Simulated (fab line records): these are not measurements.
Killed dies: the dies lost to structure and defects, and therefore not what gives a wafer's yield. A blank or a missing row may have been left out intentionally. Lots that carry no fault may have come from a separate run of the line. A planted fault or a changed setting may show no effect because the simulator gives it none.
Matching of chambers	flow sky130	4 sister chambers for SKY_VIA1_CMP_24 on cmp-02
The step polishes, stops on SiO2, t overpolish 15 s, target thk 0 nm. 8 wafers are shown with their chamber, then 7 later ones without.

WAFERS PAIRED WITH THEIR CHAMBERS
wafer	chamber	motor_current_A (A)	time_to_endpoint_s (s)
L461.5	3	9.8	63
L463.3	2	11.9	62
L463.4	3	9.1	61
L475.6	0	11.2	70
L476.1	2	12.1	66
L476.6	1	10.2	71
L484.2	0	11.1	69
L484.3	1	10.3	63

WAFERS WITH NO CHAMBER GIVEN
wafer	motor_current_A (A)	time_to_endpoint_s (s)
L484.5	10.5	68
L483.1	11.6	70
L483.2	9.4	58
L483.6	10.8	64
L482.2	9.2	56
L482.4	11.4	67
L482.6	12.1	63

THE CHAMBER EACH PASSED THROUGH
wafer	from the rows above	in truth
L484.5	can't be placed: 1 or 0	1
L483.1	can't be placed: 0 or 2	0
L483.2	3	3
L483.6	can't be placed: 0 or 1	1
L482.2	3	3
L482.4	can't be placed: 0 or 2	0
L482.6	2	2
3 of 7 placed correctly. Unplaceable from these rows: 4, with the true chamber sitting among the candidates in 4. 0 placed wrongly.
How it was worked out, from the rows above alone: a wafer's distance from a chamber is the root of the sum, over the readings, of the square of ((its reading less the chamber's mean) divided by the reading's scatter). The wafer belongs to the nearest chamber; if the next one is less than 2 further off, it can't be placed. For every chamber, the mean is computed from those of its wafers that are shown. The scatter: the root of (the sum of the squares of (reading less its chamber's mean) over the shown wafers, divided by (wafers less chambers)).
